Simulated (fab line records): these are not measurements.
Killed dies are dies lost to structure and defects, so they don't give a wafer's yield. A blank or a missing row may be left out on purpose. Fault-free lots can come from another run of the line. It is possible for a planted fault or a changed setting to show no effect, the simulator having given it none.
A struck lot beside a sound one :: flow sky130 :: 20 out of 708 route steps
Sound: the wafers L454.1, L454.2, L454.5. The struck wafers were L460.1, L460.5, L460.6. The cause is given at the end.
For every step that has rows: the tool of each side, followed by ch and its chambers, followed by its first start. Under that, the readings that differ: sound wafers :: struck wafers :: difference of the means :: sigmas: that difference in standard deviations of wafers without a fault.
alike: same words and numbers on both sides, and readings whose means sit less than 2 such deviations apart. not compared: any withheld reading, any reading some wafer has no value for, any bound like >300 that may hide the same value, and any number with overlapping values for which the record gives no deviation.
The two part at a step that has a row with sigmas, a row that says differs or no value, or rows on one side only. Non-overlapping numbers with no deviation appear without sigmas and do not part them. A reading that every wafer of one side lacks parts them only if that side has two wafers or more.

SKY_POLY_GATE_THK_MEAS_21:
  sound: film_metro-01 at day 17 22:09; struck: film_metro-01 at day 20 18:28
  alike: POLY_GATE_OXIDATION_THK
SKY_POLY_GATE_CD_MEAS_22:
  sound: cd_sem-01 at day 17 22:13; struck: cd_sem-01 at day 20 18:32
  alike: cd_nm
then, 7 steps without rows for these wafers: SKY_LDD_N_DEHYDRATE_00 (time 60 s); SKY_LDD_N_HMDS_01 (prime time 60 s); SKY_LDD_N_COAT_02 (resist thk 300 nm); SKY_LDD_N_SOFTBAKE_03 (time 60 s); SKY_LDD_N_EXPOSE_04 (exposes mask NTM, target cd 840 nm); SKY_LDD_N_PEB_05; SKY_LDD_N_DEVELOP_06 (develop time 60 s).
SKY_LDD_N_OVL_MEAS_07:
  sound: overlay-01 at day 19 05:10; struck: overlay-02 at day 22 00:41
  alike: LDD_N_OVL
then, 2 steps without rows for these wafers: SKY_LDD_N_IMPLANT_08; SKY_LDD_N_IMPLANT_09.
SKY_LDD_N_IMPLANT_10:
  sound on implanter-01 ch 0, day 19 05:30; struck on implanter-01, day 22 01:01
  no value came back on the struck wafers for beam_energy_keV, beam_on_s (s); on the sound wafers beam_energy_keV reads 20.004 20.005 20.002
then, 5 steps without rows for these wafers: SKY_LDD_N_IMPLANT_11; SKY_LDD_N_IMPLANT_12; SKY_LDD_N_IMPLANT_13; SKY_LDD_N_IMPLANT_14; SKY_LDD_N_IMPLANT_15.
SKY_LDD_N_STRIP_16: strips in O2/N2.
  sound on plasma_asher-02 ch 0,1, day 19 06:24; struck on plasma_asher-02 ch 0,1, day 22 01:55
reading: strip_time_to_endpoint_s (s)
sound: 4.323 4.326 4.317
struck: 4.146 4.142 4.163
difference: -0.172
sigmas: -11
  alike: drypump_motor_current_A, n2_flow_sccm, oes_product_au
  not compared: rf_hours_counter_h
SKY_LDD_N_TW_MEAS_17:
  sound: film_metro-04 at day 19 06:30; struck: film_metro-03 at day 22 02:01
reading: LDD_N_TW
sound: 2611 2595 2602
struck: 2429 2418 2434
difference: -176
sigmas: -8

WHERE THEY PART
First at SKY_LDD_N_IMPLANT_10; last, within this record, at SKY_LDD_N_TW_MEAS_17.

WHY: the cause the simulator had injected
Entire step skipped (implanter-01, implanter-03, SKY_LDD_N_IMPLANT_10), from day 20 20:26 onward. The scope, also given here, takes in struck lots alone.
